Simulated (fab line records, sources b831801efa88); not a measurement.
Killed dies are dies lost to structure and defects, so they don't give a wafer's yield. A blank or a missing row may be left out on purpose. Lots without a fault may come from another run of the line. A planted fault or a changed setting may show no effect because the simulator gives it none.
Problem report in the 8D (eight disciplines) form, filled by code | flow sky130 | the parts of the form that need people (team, actions taken, sign-off) are left out

1. THE PROBLEM
oes_product_au at SKY_VIA3_ETCH_15 reads a mean of 0.988 a.u. on 1 wafer of 1 lot; wafers without a fault read 0.947 a.u. with a standard deviation of 0.0047. That is +8.7 standard deviations from the usual mean.
The step: etches SiO2 in C4F8/O2/Ar, stops on TiN, target depth 507 nm, time 78 s.
First seen on wafer L322.1, day 43 19:39, on rie_diel-04. The record holds 39 wafers of 13 lots with a number at this step. Rule for "out", or "out of limits": more than 4 standard deviations from the usual mean. The other wafers with a number count as sound.

2. WHAT IT IS AND WHAT IT IS NOT
question                    | is                | is not
which readings at this step | oes_product_au    | rf_fwd_power_W
which lots                  | L322              | L308, L310, L311, L312, L313, L314, L315, L316, L317, L318, L319, L329
which wafers of those lots  | L322.1            | L322.3, L322.4
read on which tools         | rie_diel-04       | rie_diel-01, rie_diel-03
when                        | from day 43 19:39 | up to then (35 sound wafers); but 3 sound wafers of L329 came after

3. SUSPECTS, AND WHAT RULES EACH OUT
Counting: a tool at a process step up to the reading stays a suspect if it ran every lot that is out. Sound lots after the first of them don't rule it out here, since some wafers of a struck lot are sound.
- cmp-01 at SKY_VIA3_CMP_02 (polishes SiO2): kept. It ran the lot that is out, L322 (day 42 20:11); its last sound lot up to then is L318 (day 42 12:11).
- rie_diel-04 at SKY_VIA3_ETCH_15 (etches SiO2 in C4F8/O2/Ar, stops on TiN, target depth 507 nm, time 78 s): kept. It ran the lot that is out, L322 (day 43 19:39); its last sound lot up to then is L318 (day 43 11:36). Its own readings are out on those wafers: oes_product_au.
- Within cmp-01 at SKY_VIA3_CMP_02: the wafers that are out ran in chamber 0; their sound lot-mates ran in chambers 1, 3.
- Within rie_diel-04 at SKY_VIA3_ETCH_15: the wafers that are out ran in chamber 0; their sound lot-mates ran in chambers 1, 3.
Left after counting: cmp-01 at SKY_VIA3_CMP_02, rie_diel-04 at SKY_VIA3_ETCH_15.

4. THE CAUSE (what the simulator had put in)
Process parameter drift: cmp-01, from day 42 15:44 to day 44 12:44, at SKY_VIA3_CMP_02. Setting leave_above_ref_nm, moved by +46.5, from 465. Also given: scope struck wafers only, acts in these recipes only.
Counting left 2 suspects, and this tool is among them.

5. THE CHAIN OF EFFECTS, in route order
Each row: a reading whose mean over the struck wafers that have a number lies more than 3 standard deviations from the usual. Only readings for which the record gives a usual standard deviation are gone through. hours: the time from each lot's start at the first step in this table that gives one to its start at this step, as a median over the lots. sigmas: the change in usual standard deviations.
hours | step             | reading        | usual      | on struck wafers | change | sigmas
0     | SKY_VIA3_ETCH_15 | oes_product_au | 0.947 a.u. | 0.988            | +0.041 | +8.7
The process steps in it:
- SKY_VIA3_ETCH_15: etches SiO2 in C4F8/O2/Ar, stops on TiN, target depth 507 nm, time 78 s.

6. WHAT WOULD HAVE CAUGHT IT SOONER
In this record the first reading out of limits was taken at day 43 19:39, 28 hours after the fault began at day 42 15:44.
Of the tool readings at SKY_VIA3_CMP_02 for which the record gives a usual standard deviation, none was out on any struck wafer, so an alarm limit of 4 standard deviations on them would not have fired.
All the lots that are out (1) had begun SKY_VIA3_CMP_02 on cmp-01 by day 43 19:39. A hold on the tool at that time would have spared none of them.
